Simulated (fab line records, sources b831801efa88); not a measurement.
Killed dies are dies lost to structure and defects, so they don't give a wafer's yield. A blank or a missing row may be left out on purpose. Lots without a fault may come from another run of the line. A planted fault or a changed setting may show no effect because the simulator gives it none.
fab line records | flow gf180mcu
record lots=5 wafers=15 last_day=34
route steps=602 shown M3@422 V3@429 M4@456
lots that met no fault: from a run of the same line without faults
start_h: hours from the record's first day to the start of the lot's first wafer shown | wait_h: hours since the lot's step before | " the same as in the row above | L1.1+2: a row that stands for several wafers | - no value, or no start given | * or withheld: withheld | < > ~ a bound
route shown NAME@n: a module of which the file shows steps, and the number in the route of the first | usual: mean/standard deviation of fault-free wafers | same: alike in all rows | chamber/n: place in a boat | sites: the reading at each site | _std_site: their standard deviation | _edge_site: outer sites' mean less inner sites' | radius_mm: how far each site lies from the wafer's centre | mask NAME#n: copy n | behind: the tool/chamber that last shaped the wafer | hold: why the lot was held/for how many hours/how that ended | device: the transistor (n, p or np) that didn't switch | end of line: the same wafers' tests at the end of the route | a step without rows: its recipe alone | killed: dies lost to structure and defects at the first sort, not the wafer's yield | map: a wafer's dies, x killed, . not, _ none there
set.NAME: the setting as run; set.NAME@STEP: as run at that earlier step | model.NAME: the simulator's own value behind a step, which no gauge read
lots at some steps of the route; a table a step, a row a wafer
services: from which hour (start_h, from the record's first day; less than 0 if before it) a tool's chamber was out of use, for how many hours, and why
## steps
# step GF_M3_DEVELOP_13
# recipe develop_time_s=60 dev_temp_c=21
# columns lot.wafer tool chamber start_h wait_h
L082.1+3+6 litho_track-04 0 551.22 0.2
L083.2+3+5 litho_track-03 0 567.81 0.2
L088.1+3+6 litho_track-02 0 607.63 0.2
L091.1+4+5 litho_track-02 0 630.83 0.2
L096.1+3+4 litho_track-02 0 661.63 0.2
# step GF_M3_CD_MEAS_14
# recipe target_cd_nm=280
# usual cd_nm=280.7/1.4
# columns lot.wafer tool chamber start_h wait_h cd_nm
L082.1 cd_sem-01 - 551.37 0.1 279.4
L082.3 " - " " 280.4
L082.6 " - " " 279.1
L083.2 cd_sem-02 - 567.96 0.1 281.2
L083.3 " - " " 281.1
L083.5 " - " " 282.0
L088.1 cd_sem-01 - 607.78 0.1 281.5
L088.3 " - " " 279.8
L088.6 " - " " 281.5
L091.1 cd_sem-01 - 630.98 0.1 281.4
L091.4 " - " " 280.4
L091.5 " - " " 279.6
L096.1 cd_sem-02 - 661.78 0.1 282.1
L096.3 " - " " 280.8
L096.4 " - " " 281.5
# step GF_M3_OVL_MEAS_15
# usual M3_OVL=0/5.2
# columns lot.wafer tool chamber start_h wait_h M3_OVL[nm]
L082.1 overlay-02 - 551.49 0.1 2
L082.3 " - " " -6
L082.6 " - " " -2
L083.2 overlay-02 - 568.06 0.1 0
L083.3 " - " " -2
L083.5 " - " " -1
L088.1 overlay-02 - 607.90 0.1 6
L088.3 " - " " -4
L088.6 " - " " 3
L091.1 overlay-01 - 631.10 0.1 2
L091.4 " - " " 5
L091.5 " - " " 12
L096.1 overlay-02 - 661.90 0.1 4
L096.3 " - " " -6
L096.4 " - " " -3
# step GF_M3_METAL_ETCH_16
# recipe chemistry=Cl2/BCl3 mask_material=KrF target_depth_nm=627.5 stop_on=SiO2 pressure_mtorr=8 icp_w=800 bias_w=140 Cl2_flow_sccm=80 bcl3_flow_sccm=40 time_s=104.6
# usual drypump_motor_current_A=5.6/0.54 oes_product_au=0.971/0.0066 throttle_valve_pct=28.250/0.011
# columns lot.wafer tool chamber start_h wait_h drypump_motor_current_A oes_product_au rf_hours_counter_h throttle_valve_pct
L082.1 rie_metal-01 1 551.52 0.0 5.9 0.967 1 28.263
L082.3 " 1 " " 5.9 0.962 - 28.265
L082.6 " 1 " " 5.9 0.961 - 28.282
L083.2 rie_metal-04 0 568.09 0.0 6.5 0.987 5 28.238
L083.3 " 1 " " 4.7 0.985 - 28.227
L083.5 " 0 " " 6.5 0.980 - 28.240
L088.1 rie_metal-02 0 607.94 0.0 5.4 0.973 4 28.254
L088.3 " 0 " " 5.5 0.973 - 28.244
L088.6 " 0 " " 5.4 0.972 - 28.256
L091.1 rie_metal-04 1 631.14 0.0 4.7 0.962 5 28.252
L091.4 " 0 " " 6.4 0.966 - 28.270
L091.5 " 0 " " 6.3 0.975 - 28.222
L096.1 rie_metal-04 1 661.94 0.0 4.7 0.967 6 28.256
L096.3 " 1 " " 4.7 0.968 - 28.267
L096.4 " 0 " " 6.5 0.967 - 28.262
# step GF_M3_STRIP_17
# recipe chemistry=O2/N2 power_w=1400 pressure_mtorr=1500 platen_temp_c=250 o2_flow_sccm=3000 n2_flow_sccm=300 overash_fraction=0.5
# usual drypump_motor_current_A=5.8/0.62 heater_power_w=345/29 oes_product_au=0.557/0.0047 strip_time_to_endpoint_s=7.86/0.047
# columns lot.wafer tool chamber start_h wait_h drypump_motor_current_A heater_power_w oes_product_au rf_hours_counter_h strip_time_to_endpoint_s
L082.1 plasma_asher-03 0 551.64 0.1 6.1 368 0.553 47 7.84
L082.3 " 0 " " 6.1 364 0.551 - 7.89
L082.6 " 0 " " 6.1 373 0.554 - 7.84
L083.2 plasma_asher-04 1 568.21 0.1 6.1 349 0.552 81 7.86
L083.3 " 1 " " 6.1 349 0.551 - 7.83
L083.5 " 1 " " 6.1 344 0.553 - 7.85
L088.1 plasma_asher-04 1 608.16 0.2 6.1 350 0.567 85 7.98
L088.3 " 1 " " 6.1 336 0.558 - 7.91
L088.6 " 0 " " 5.9 317 0.562 - 7.93
L091.1 plasma_asher-03 1 631.25 0.1 4.8 293 0.560 56 7.83
L091.4 " 0 " " 6.1 372 0.570 - 7.85
L091.5 " 0 " " 6.1 380 0.559 - 7.85
L096.1 plasma_asher-01 1 662.05 0.1 6.6 374 0.542 25 7.86
L096.3 " 1 " " 6.6 379 0.555 - 7.89
L096.4 " 0 " " 5.3 331 0.559 - 7.91
# step GF_M3_STRIP_18
# recipe chemistry=post_etch_residue_remover time_s=1200 temp_c=72.5
# columns lot.wafer tool chamber start_h wait_h
L082.1+3+6 wet_bench-04 2 551.74 0.1
L083.2+3+5 wet_bench-01 1 568.31 0.1
L088.1+3+6 wet_bench-04 0 608.26 0.1
L091.1+4+5 wet_bench-03 3 631.35 0.1
L096.1+3+4 wet_bench-01 0 662.15 0.1
# step GF_M3_CLEAN_19
# recipe chemistry=DIW dry=n2_spin
# columns lot.wafer tool chamber start_h wait_h
L082.1+3+6 wet_bench-03 2 552.08 0.0
L083.2+3+5 wet_bench-04 2 568.65 0.0
L088.1+3+6 wet_bench-03 1 608.63 0.0
L091.1+4+5 wet_bench-01 3 631.72 0.0
L096.1+3+4 wet_bench-04 3 662.83 0.0
# step GF_V3_CVD_00
# recipe material=SiO2 target_thk_nm=600 sigma_open_frac=0.3 temp_c=400 time_s=100 sih4_flow_sccm=60 pressure_mtorr=6
# columns lot.wafer tool chamber start_h wait_h
L082.1+3+6 hdpcvd-01 2,1,2 552.18 0.0
L083.2+3+5 hdpcvd-01 2,1,2 568.74 0.0
L088.1+3+6 hdpcvd-02 2,0,2 608.73 0.0
L091.1+4+5 hdpcvd-02 2,2,1 631.81 0.0
L096.1+3+4 hdpcvd-01 1,2,1 662.94 0.0
# step GF_V3_THK_MEAS_01
# recipe reads=SiO2_of_V3_CVD_00
# usual V3_CVD_00_THK=598/8
# columns lot.wafer tool chamber start_h wait_h V3_CVD_00_THK[nm]
L082.1 film_metro-02 - 552.25 0.0 591
L082.3 " - " " 588
L082.6 " - " " 589
L083.2 film_metro-02 - 568.82 0.0 588
L083.3 " - " " 595
L083.5 " - " " 591
L088.1 film_metro-02 - 608.81 0.0 609
L088.3 " - " " 608
L088.6 " - " " 604
L091.1 film_metro-04 - 631.89 0.0 601
L091.4 " - " " 606
L091.5 " - " " 613
L096.1 film_metro-01 - 663.01 0.0 596
L096.3 " - " " 594
L096.4 " - " " 598
# step GF_V3_CVD_02
# recipe material=SiO2 target_thk_nm=850 precursor=TEOS temp_c=400 time_s=94.851 rf_w=600
# usual heater_power_w=665/110
# columns lot.wafer tool chamber start_h wait_h heater_power_w
L082.1 pecvd-04 2 552.31 0.1 950
L082.3 " 1 " " 552
L082.6 " 1 " " 588
L083.2 pecvd-01 0 568.87 0.0 537
L083.3 " 1 " " 705
L083.5 " 1 " " 743
L088.1 pecvd-01 2 608.87 0.1 619
L088.3 " 0 " " 539
L088.6 " 2 " " 664
L091.1 pecvd-01 2 631.95 0.1 666
L091.4 " 1 " " 587
L091.5 " 2 " " 694
L096.1 pecvd-01 2 663.07 0.1 583
L096.3 " 0 " " 546
L096.4 " 0 " " 579
# step GF_V3_THK_MEAS_03
# recipe reads=SiO2_of_V3_CVD_02
# usual V3_CVD_02_THK=848/11
# columns lot.wafer tool chamber start_h wait_h V3_CVD_02_THK[nm]
L082.1 film_metro-02 - 552.43 0.1 841
L082.3 " - " " 844
L082.6 " - " " 857
L083.2 film_metro-04 - 568.95 0.0 829
L083.3 " - " " 835
L083.5 " - " " 850
L088.1 film_metro-01 - 608.94 0.0 837
L088.3 " - " " 841
L088.6 " - " " 847
L091.1 film_metro-01 - 632.02 0.0 836
L091.4 " - " " 841
L091.5 " - " " 855
L096.1 film_metro-01 - 663.14 0.0 835
L096.3 " - " " 836
L096.4 " - " " 847
# step GF_V3_CMP_04
# recipe material=SiO2 down_force_psi=4 platen_rpm=60 pad_velocity_m_s=0.94248
# usual edge_zone_pressure_frac=1.000/0.0054 head_pressure_psi=3.999/0.0084 motor_current_A=11.6/1.1 platen_rpm=60.00/0.038 time_to_endpoint_s=80/6.1
# columns lot.wafer tool chamber start_h wait_h edge_zone_pressure_frac head_pressure_psi motor_current_A platen_rpm time_to_endpoint_s
L082.1 cmp-02 1 552.54 0.1 0.998 3.993 11.6 60.03 77
L082.3 " 3 " " 1.001 3.982 10.7 60.03 78
L082.6 " 1 " " 0.994 3.989 10.9 59.95 80
L083.3 cmp-01 0 569.05 0.1 1.012 3.985 12.4 59.95 68
L083.2 " 1 " " 0.995 4.005 10.9 60.02 68
L083.5 " 3 " " 1.002 3.985 12.1 60.01 81
L088.3 cmp-01 2 609.00 0.0 0.996 3.983 11.5 60.01 76
L088.1 " 1 " " 0.994 3.997 10.2 60.04 76
L088.6 " 2 " " 0.991 3.989 11.0 60.03 81
L091.4 cmp-01 3 632.08 0.0 1.004 3.994 12.1 59.94 85
L091.1 " 2 " " 1.002 3.993 10.8 60.03 77
L091.5 " 0 " " 1.008 4.017 12.7 60.06 85
L096.4 cmp-02 0 663.25 0.1 0.994 4.002 13.7 59.99 84
L096.1 " 1 " " 0.998 4.002 11.5 59.96 73
L096.3 " 2 " " 0.997 3.989 11.9 60.00 82
# step GF_V3_BOW_MEAS_05
# recipe mode=bow
# usual V3_BOW=119/7.6
# columns lot.wafer tool chamber start_h wait_h V3_BOW[um]
L082.1 film_metro-04 - 552.79 0.2 108
L082.3 " - " " 114
L082.6 " - " " 115
L083.2 film_metro-04 - 569.32 0.2 120
L083.3 " - " " 116
L083.5 " - " " 119
L088.1 film_metro-01 - 609.30 0.1 127
L088.3 " - " " 116
L088.6 " - " " 117
L091.1 film_metro-04 - 632.38 0.1 125
L091.4 " - " " 132
L091.5 " - " " 129
L096.1 film_metro-02 - 663.50 0.1 117
L096.3 " - " " 111
L096.4 " - " " 125
# step GF_V3_DEHYDRATE_06
# recipe temp_c=200 time_s=60
# columns lot.wafer tool chamber start_h wait_h
L082.1+3+6 litho_track-01 0 563.39 10.6
L083.2+3+5 litho_track-02 0 580.06 10.7
L088.1+3+6 litho_track-02 0 618.63 9.3
L091.1+4+5 litho_track-04 0 641.42 9.0
L096.1+3+4 litho_track-02 0 672.48 9.0
# step GF_V3_HMDS_07
# recipe prime_time_s=60 prime_temp_c=120
# columns lot.wafer tool chamber start_h wait_h
L082.1+3+6 litho_track-01 0 563.54 0.1
L083.2+3+5 litho_track-02 0 580.21 0.1
L088.1+3+6 litho_track-02 0 618.78 0.1
L091.1+4+5 litho_track-04 0 641.57 0.1
L096.1+3+4 litho_track-02 0 672.63 0.1
# step GF_V3_COAT_08
# recipe resist=BARC temp_c=withheld time_s=withheld spin_rpm=withheld resist_thk_nm=withheld
# columns lot.wafer tool chamber start_h wait_h
L082.1+3+6 litho_track-01 0 563.69 0.1
L083.2+3+5 litho_track-02 0 580.36 0.1
L088.1+3+6 litho_track-02 0 618.93 0.1
L091.1+4+5 litho_track-04 0 641.72 0.1
L096.1+3+4 litho_track-02 0 672.78 0.1
# step GF_V3_COAT_09
# recipe resist=KrF spin_rpm=withheld resist_thk_nm=1000
# columns lot.wafer tool chamber start_h wait_h
L082.1+3+6 litho_track-01 0 - -
L083.2+3+5 litho_track-02 0 - -
L088.1+3+6 litho_track-02 0 - -
L091.1+4+5 litho_track-04 0 - -
L096.1+3+4 litho_track-02 0 - -
# step GF_V3_SOFTBAKE_10
# recipe temp_c=130 time_s=60 resist=KrF
# columns lot.wafer tool chamber start_h wait_h
L082.1+3+6 litho_track-01 0 - -
L083.2+3+5 litho_track-02 0 - -
L088.1+3+6 litho_track-02 0 - -
L091.1+4+5 litho_track-04 0 - -
L096.1+3+4 litho_track-02 0 - -
# step GF_V3_EXPOSE_11
# recipe mask_id=Via3 target_cd_nm=260 na=0.68 source_shape=conventional sigma_outer=0.6 dose_mj=38
# columns lot.wafer tool chamber start_h wait_h mask
L082.1+3+6 krf_scanner-01 0 - - Via3#0
L083.2+3+5 krf_scanner-02 0 - - Via3#0
L088.1+3+6 krf_scanner-02 0 - - Via3#0
L091.1+4+5 krf_scanner-02 0 - - Via3#0
L096.1+3+4 krf_scanner-02 0 - - Via3#0
# step GF_V3_PEB_12
# recipe peb_temp_c=135 peb_time_s=90 resist=KrF
# columns lot.wafer tool chamber start_h wait_h
L082.1+3+6 litho_track-02 0 - -
L083.2+3+5 litho_track-04 0 - -
L088.1+3+6 litho_track-01 0 - -
L091.1+4+5 litho_track-04 0 - -
L096.1+3+4 litho_track-01 0 - -
# step GF_V3_DEVELOP_13
# recipe develop_time_s=60 resist=KrF dev_temp_c=21
# columns lot.wafer tool chamber start_h wait_h
L082.1+3+6 litho_track-02 0 574.63 0.2
L083.2+3+5 litho_track-04 0 591.14 0.2
L088.1+3+6 litho_track-01 0 629.29 0.2
L091.1+4+5 litho_track-04 0 652.22 0.2
L096.1+3+4 litho_track-01 0 682.39 0.2
# step GF_V3_CD_MEAS_14
# recipe target_cd_nm=260
# usual cd_nm=259.7/1.3
# columns lot.wafer tool chamber start_h wait_h cd_nm
L082.1 cd_sem-01 - 574.78 0.1 258.7
L082.3 " - " " 258.1
L082.6 " - " " 260.1
L083.2 cd_sem-01 - 591.29 0.1 257.8
L083.3 " - " " 258.7
L083.5 " - " " 258.9
L088.1 cd_sem-01 - 629.44 0.1 260.8
L088.3 " - " " 261.6
L088.6 " - " " 261.0
L091.1 cd_sem-01 - 652.37 0.1 260.9
L091.4 " - " " 260.1
L091.5 " - " " 260.4
L096.1 cd_sem-02 - 682.54 0.1 258.5
L096.3 " - " " 258.7
L096.4 " - " " 259.2
# step GF_V3_OVL_MEAS_15
# usual V3_OVL=-2/5.7
# columns lot.wafer tool chamber start_h wait_h V3_OVL[nm]
L082.1 overlay-02 - 574.90 0.1 -4
L082.3 " - " " -7
L082.6 " - " " -7
L083.2 overlay-01 - 591.39 0.1 8
L083.3 " - " " -2
L083.5 " - " " 0
L088.1 overlay-02 - 629.56 0.1 2
L088.3 " - " " 1
L088.6 " - " " 2
L091.1 overlay-02 - 652.49 0.1 -9
L091.4 " - " " -7
L091.5 " - " " -10
L096.1 overlay-02 - 682.66 0.1 -8
L096.3 " - " " -6
L096.4 " - " " 4
# step GF_V3_ETCH_16
# recipe chemistry=N2/H2 target_depth_a=withheld overetch_a=withheld time_s=withheld target=BARC ion_energy_ev=200 source_w=500 bias_w=100 pressure_mtorr=30 n2_flow_sccm=100 h2_flow_sccm=200
# usual drypump_motor_current_A=5.9/0.33 oes_product_au=0.854/0.0054 throttle_valve_pct=13.226/0.009
# columns lot.wafer tool chamber start_h wait_h drypump_motor_current_A oes_product_au throttle_valve_pct
L082.1 rie_diel-02 0 574.94 0.0 5.5 0.855 13.223
L082.3 " 3 " " 6.0 0.857 13.224
L082.6 " 1 " " 5.9 0.848 13.228
L083.2 rie_diel-04 0 591.42 0.0 6.0 0.855 13.214
L083.3 " 2 " " 5.1 0.854 13.217
L083.5 " 3 " " 5.7 0.858 13.225
L088.1 rie_diel-02 1 629.60 0.0 5.8 0.862 13.231
L088.3 " 0 " " 5.5 0.855 13.221
L088.6 " 1 " " 5.8 0.853 13.233
L091.1 rie_diel-04 0 652.52 0.0 6.0 0.857 13.233
L091.4 " 1 " " 6.6 0.849 13.224
L091.5 " 3 " " 5.7 0.855 13.227
L096.1 rie_diel-03 0 682.70 0.0 5.5 0.852 13.241
L096.3 " 1 " " 5.8 0.852 13.218
L096.4 " 2 " " 6.1 0.851 13.221
# step GF_V3_ETCH_17
# recipe chemistry=C4F8/O2/Ar mask_material=KrF target=SiO2 stop_on=TiN source_w=1500 bias_w=1200 pressure_mtorr=40 c4f8_flow_sccm=withheld O2_flow_sccm=6 Ar_flow_sccm=300 time_s=withheld target_depth_a=6350
# usual oes_product_au=0.856/0.0044
# columns lot.wafer tool chamber start_h wait_h oes_product_au
L082.1 rie_diel-02 0 - - 0.854
L082.3 " 3 " " 0.860
L082.6 " 1 " " 0.851
L083.2 rie_diel-04 0 - - 0.860
L083.3 " 2 " " 0.854
L083.5 " 3 " " 0.854
L088.1 rie_diel-02 1 - - 0.854
L088.3 " 0 " " 0.856
L088.6 " 1 " " 0.854
L091.1 rie_diel-04 0 - - 0.855
L091.4 " 1 " " 0.852
L091.5 " 3 " " 0.859
L096.1 rie_diel-03 0 - - 0.861
L096.3 " 1 " " 0.854
L096.4 " 2 " " 0.851
# step GF_V3_STRIP_18
# recipe chemistry=O2/N2 power_w=1400 pressure_mtorr=1500 platen_temp_c=250 o2_flow_sccm=3000 n2_flow_sccm=300 overash_fraction=0.5
# usual drypump_motor_current_A=5.7/0.49 heater_power_w=333/23 oes_product_au=0.593/0.0048
# columns lot.wafer tool chamber start_h wait_h drypump_motor_current_A heater_power_w oes_product_au rf_hours_counter_h
L082.1 plasma_asher-02 1 575.07 - 5.2 321 0.597 87
L082.3 " 1 " " 5.2 324 0.598 -
L082.6 " 1 " " 5.2 315 0.597 -
L083.2 plasma_asher-02 0 591.55 - 6.0 346 0.591 89
L083.3 " 1 " " 5.2 321 0.591 -
L083.5 " 0 " " 6.0 349 0.591 -
L088.1 plasma_asher-04 0 629.73 - 5.9 331 0.592 87
L088.3 " 1 " " 6.1 350 0.591 -
L088.6 " 0 " " 5.9 326 0.593 -
L091.1 plasma_asher-04 0 652.65 - 5.9 322 0.591 89
L091.4 " 0 " " 5.9 323 0.581 -
L091.5 " 0 " " 5.9 322 0.597 -
L096.1 plasma_asher-03 1 682.83 - 4.8 288 0.599 62
L096.3 " 0 " " 6.1 370 0.593 -
L096.4 " 1 " " 4.8 303 0.589 -
# step GF_V3_STRIP_19
# recipe chemistry=post_etch_residue_remover time_s=1200 temp_c=72.5
# columns lot.wafer tool chamber start_h wait_h
L082.1+3+6 wet_bench-02 1 575.17 0.1
L083.2+3+5 wet_bench-04 0 591.65 0.1
L088.1+3+6 wet_bench-02 2 629.83 0.1
L091.1+4+5 wet_bench-04 3 652.75 0.1
L096.1+3+4 wet_bench-03 0 682.93 0.1
# step GF_V3_CLEAN_20
# recipe chemistry=DIW dry=n2_spin
# columns lot.wafer tool chamber start_h wait_h
L082.1+3+6 wet_bench-04 0 575.51 0.0
L083.2+3+5 wet_bench-02 1 591.99 0.0
L088.1+3+6 wet_bench-03 2 630.17 0.0
L091.1+4+5 wet_bench-03 2 653.09 0.0
L096.1+3+4 wet_bench-04 0 683.27 0.0
# step GF_V3_SPUTTER_21
# recipe material=Ti target_thk_nm=15 chamber_pressure_pa=5 power_w=2500 substrate_temp_c=200 time_s=80.02
# usual throttle_valve_pct=30.3/0.97
# columns lot.wafer tool chamber start_h wait_h throttle_valve_pct
L082.1 pvd_sputter-03 - 575.60 0.0 31.7
L082.3 " - " " 28.3
L082.6 " - " " 28.7
L083.2 pvd_sputter-03 - 592.09 0.0 28.3
L083.3 " - " " 31.1
L083.5 " - " " 28.5
L088.1 pvd_sputter-03 - 630.27 0.0 28.5
L088.3 " - " " 31.4
L088.6 " - " " 30.4
L091.1 pvd_sputter-04 - 653.19 0.0 31.0
L091.4 " - " " 28.8
L091.5 " - " " 30.1
L096.1 pvd_sputter-04 - 683.37 0.0 31.2
L096.3 " - " " 28.9
L096.4 " - " " 29.8
# step GF_V3_SPUTTER_22
# recipe material=TiN target_thk_nm=10 chamber_pressure_pa=5 power_w=4000 time_s=40
# usual throttle_valve_pct=30.2/0.97
# columns lot.wafer tool chamber start_h wait_h throttle_valve_pct
L082.1 pvd_sputter-03 - 575.66 0.0 31.8
L082.3 " - " " 28.2
L082.6 " - " " 28.6
L083.2 pvd_sputter-03 - 592.15 0.0 28.6
L083.3 " - " " 30.5
L083.5 " - " " 28.5
L088.1 pvd_sputter-03 - 630.33 0.0 28.3
L088.3 " - " " 31.6
L088.6 " - " " 30.8
L091.1 pvd_sputter-04 - 653.25 0.0 31.0
L091.4 " - " " 28.6
L091.5 " - " " 29.8
L096.1 pvd_sputter-04 - 683.43 0.0 31.2
L096.3 " - " " 28.7
L096.4 " - " " 30.2
# step GF_V3_CVD_23
# recipe material=W target_thk_nm=350 time_s=104.9 temp_c=400 pressure_torr=40
# usual heater_power_w=841/110
# columns lot.wafer tool chamber start_h wait_h heater_power_w
L082.1 cvd_w-02 1 575.70 0.0 825
L082.3 " 0 " " 805
L082.6 " 0 " " 789
L083.2 cvd_w-01 0 592.19 0.0 721
L083.3 " 1 " " 1032
L083.5 " 0 " " 715
L088.1 cvd_w-02 0 630.37 0.0 795
L088.3 " 0 " " 800
L088.6 " 0 " " 783
L091.1 cvd_w-02 0 653.29 0.0 809
L091.4 " 0 " " 782
L091.5 " 0 " " 803
L096.1 cvd_w-02 0 683.47 0.0 798
L096.3 " 1 " " 831
L096.4 " 0 " " 797
# step GF_V3_RS_MEAS_24
# recipe thk_meas_gauge=four-point-probe reads=W_of_V3_CVD_23+TiN_of_V3_SPUTTER_22+Ti_of_V3_SPUTTER_21
# usual V3_W_RS=0.327/0.0042
# columns lot.wafer tool chamber start_h wait_h V3_W_RS[ohm/sq]
L082.1 film_metro-02 - 575.81 0.1 0.328
L082.3 " - " " 0.326
L082.6 " - " " 0.329
L083.2 film_metro-04 - 592.32 0.1 0.326
L083.3 " - " " 0.322
L083.5 " - " " 0.329
L088.1 film_metro-04 - 630.48 0.1 0.325
L088.3 " - " " 0.322
L088.6 " - " " 0.327
L091.1 film_metro-04 - 653.40 0.1 0.329
L091.4 " - " " 0.328
L091.5 " - " " 0.336
L096.1 film_metro-02 - 683.58 0.1 0.331
L096.3 " - " " 0.329
L096.4 " - " " 0.332
# step GF_V3_THK_MEAS_25
# recipe thk_meas_gauge=xrf reads=W_of_V3_CVD_23
# usual V3_W_THK=344/4.9
# columns lot.wafer tool chamber start_h wait_h V3_W_THK[nm]
L082.1 film_metro-02 - 575.93 0.1 340
L082.3 " - " " 344
L082.6 " - " " 342
L083.2 film_metro-04 - 592.43 0.1 346
L083.3 " - " " 351
L083.5 " - " " 345
L088.1 film_metro-04 - 630.60 0.1 343
L088.3 " - " " 348
L088.6 " - " " 342
L091.1 film_metro-04 - 653.52 0.1 342
L091.4 " - " " 342
L091.5 " - " " 337
L096.1 film_metro-02 - 683.70 0.1 340
L096.3 " - " " 341
L096.4 " - " " 339
# step GF_V3_CMP_26
# recipe stop_on=SiO2 down_force_psi=3.5 platen_rpm=60 t_overpolish_s=15 target_thk_nm=0 pad_velocity_m_s=0.94248
# usual edge_zone_pressure_frac=1.000/0.0048 head_pressure_psi=3.500/0.008 motor_current_A=10.7/1 overpolish_run_s=15.000/0.0097 platen_rpm=60.00/0.035 time_to_endpoint_s=84/3.5
# columns lot.wafer tool chamber start_h wait_h edge_zone_pressure_frac head_pressure_psi motor_current_A overpolish_run_s platen_rpm time_to_endpoint_s
L082.1 cmp-02 2 575.99 0.1 1.005 3.484 10.7 15.000 59.99 83
L082.3 " 3 " " 1.003 3.514 9.7 14.995 59.98 81
L082.6 " 3 " " 1.001 3.507 9.5 15.003 60.04 81
L083.2 cmp-02 3 592.48 0.0 0.996 3.514 10.0 15.006 60.03 83
L083.3 " 1 " " 0.997 3.503 10.4 15.004 59.96 85
L083.5 " 0 " " 1.002 3.510 13.0 15.012 59.95 86
L088.3 cmp-02 1 630.71 0.1 0.999 3.497 10.1 14.989 59.96 82
L088.1 " 3 " " 0.997 3.514 9.7 14.989 60.07 86
L088.6 " 0 " " 1.004 3.495 12.7 14.999 60.02 85
L091.1 cmp-02 0 653.63 0.1 1.004 3.501 12.6 15.007 59.99 90
L091.4 " 1 " " 1.006 3.494 10.3 14.990 59.94 84
L091.5 " 0 " " 1.004 3.499 12.7 14.999 59.98 86
L096.1 cmp-01 0 683.76 0.1 1.006 3.505 11.2 14.999 60.06 83
L096.4 " 1 " " 1.005 3.495 9.8 14.984 60.00 83
L096.3 " 2 " " 1.002 3.500 10.3 14.991 60.03 81
# step GF_M4_SPUTTER_00
# recipe material=Ti target_thk_nm=37.5 arriving_ion_energy_ev=80 substrate_temp_c=200 chamber_pressure_pa=2 power_w=4000 time_s=150
# usual throttle_valve_pct=30.1/1
# columns lot.wafer tool chamber start_h wait_h throttle_valve_pct
L082.1 pvd_sputter-04 - 576.29 0.2 31.1
L082.3 " - " " 28.6
L082.6 " - " " 29.9
L083.2 pvd_sputter-02 - 592.78 0.2 29.9
L083.3 " - " " 31.3
L083.5 " - " " 31.6
L088.1 pvd_sputter-04 - 630.96 0.1 29.0
L088.3 " - " " 31.1
L088.6 " - " " 31.1
L091.1 pvd_sputter-03 - 653.88 0.2 30.9
L091.4 " - " " 28.4
L091.5 " - " " 31.6
L096.1 pvd_sputter-02 - 684.06 0.2 30.2
L096.3 " - " " 31.7
L096.4 " - " " 30.2
# step GF_M4_SPUTTER_01
# recipe material=TiN target_thk_nm=30 power_w=6500 time_s=25 chamber_pressure_pa=0.4
# usual throttle_valve_pct=30.1/1
# columns lot.wafer tool chamber start_h wait_h throttle_valve_pct
L082.1 pvd_sputter-04 - 576.39 0.1 31.1
L082.3 " - " " 28.9
L082.6 " - " " 29.7
L083.2 pvd_sputter-02 - 592.88 0.1 29.8
L083.3 " - " " 31.4
L083.5 " - " " 31.8
L088.1 pvd_sputter-04 - 631.06 0.1 28.8
L088.3 " - " " 31.0
L088.6 " - " " 30.9
L091.1 pvd_sputter-03 - 653.98 0.1 31.0
L091.4 " - " " 28.3
L091.5 " - " " 31.3
L096.1 pvd_sputter-02 - 684.16 0.1 30.1
L096.3 " - " " 31.5
L096.4 " - " " 30.1
# step GF_M4_SPUTTER_02
# recipe material=AlCu target_thk_nm=450 power_w=10600 time_s=23.9 chamber_pressure_pa=0.4
# usual throttle_valve_pct=30.2/1
# columns lot.wafer tool chamber start_h wait_h throttle_valve_pct
L082.1 pvd_sputter-04 - 576.42 0.0 30.9
L082.3 " - " " 28.7
L082.6 " - " " 29.8
L083.2 pvd_sputter-02 - 592.91 0.0 30.1
L083.3 " - " " 31.4
L083.5 " - " " 31.5
L088.1 pvd_sputter-04 - 631.09 0.0 28.7
L088.3 " - " " 31.2
L088.6 " - " " 31.0
L091.1 pvd_sputter-03 - 654.01 0.0 31.2
L091.4 " - " " 28.4
L091.5 " - " " 31.5
L096.1 pvd_sputter-02 - 684.19 0.0 30.0
L096.3 " - " " 31.2
L096.4 " - " " 30.1
# step GF_M4_SPUTTER_03
# recipe material=Ti target_thk_nm=10 substrate_temp_c=300 chamber_pressure_pa=0.3 power_w=3000 time_s=6.7
# usual throttle_valve_pct=30.1/1
# columns lot.wafer tool chamber start_h wait_h throttle_valve_pct
L082.1 pvd_sputter-04 - 576.45 0.0 31.2
L082.3 " - " " 29.0
L082.6 " - " " 30.0
L083.2 pvd_sputter-02 - 592.94 0.0 29.9
L083.3 " - " " 31.5
L083.5 " - " " 31.5
L088.1 pvd_sputter-04 - 631.12 0.0 29.0
L088.3 " - " " 31.0
L088.6 " - " " 30.7
L091.1 pvd_sputter-03 - 654.04 0.0 30.7
L091.4 " - " " 28.7
L091.5 " - " " 31.5
L096.1 pvd_sputter-02 - 684.22 0.0 29.9
L096.3 " - " " 31.5
L096.4 " - " " 30.0
# step GF_M4_SPUTTER_04
# recipe material=TiN target_thk_nm=50 power_w=6500 time_s=41.7 chamber_pressure_pa=0.4
# usual throttle_valve_pct=30.2/1
# columns lot.wafer tool chamber start_h wait_h throttle_valve_pct
L082.1 pvd_sputter-04 - 576.47 0.0 30.8
L082.3 " - " " 28.7
L082.6 " - " " 30.1
L083.2 pvd_sputter-02 - 592.96 0.0 30.0
L083.3 " - " " 31.8
L083.5 " - " " 31.5
L088.1 pvd_sputter-04 - 631.14 0.0 28.9
L088.3 " - " " 31.0
L088.6 " - " " 31.0
L091.1 pvd_sputter-03 - 654.06 0.0 30.6
L091.4 " - " " 28.4
L091.5 " - " " 31.4
L096.1 pvd_sputter-02 - 684.24 0.0 30.2
L096.3 " - " " 31.5
L096.4 " - " " 30.2
## services
# columns tool chamber start_h hours kind
rie_diel-04 - 527.64 0.6 repair
cmp-01 - 529.40 1.8 repair
pvd_sputter-02 - 533.96 1.3 repair
cmp-02 - 544.01 0.6 repair
wet_bench-04 - 563.68 1.9 pm
wet_bench-02 - 565.67 2.1 repair
rie_diel-04 1 568.66 9.9 repair
cmp-01 - 572.00 4.0 pm
cmp-02 - 577.39 2.5 repair
cmp-01 - 583.83 3.3 pm
krf_scanner-02 - 584.96 0.4 repair
cmp-01 - 588.78 2.2 repair
rie_diel-02 0 589.76 10.9 repair
pecvd-01 - 591.12 14.0 pm
rie_diel-02 - 593.68 4.0 pm
krf_scanner-02 - 594.82 1.3 pm
cmp-02 - 608.44 3.8 repair
pvd_sputter-03 - 615.18 11.3 repair
pecvd-01 - 618.38 0.8 pm
rie_diel-02 1 632.59 5.8 repair
wet_bench-04 - 637.03 2.8 repair
pecvd-01 - 640.24 6.0 pm
krf_scanner-02 - 661.43 0.8 pm
krf_scanner-02 - 667.16 1.0 pm
## key
fault none
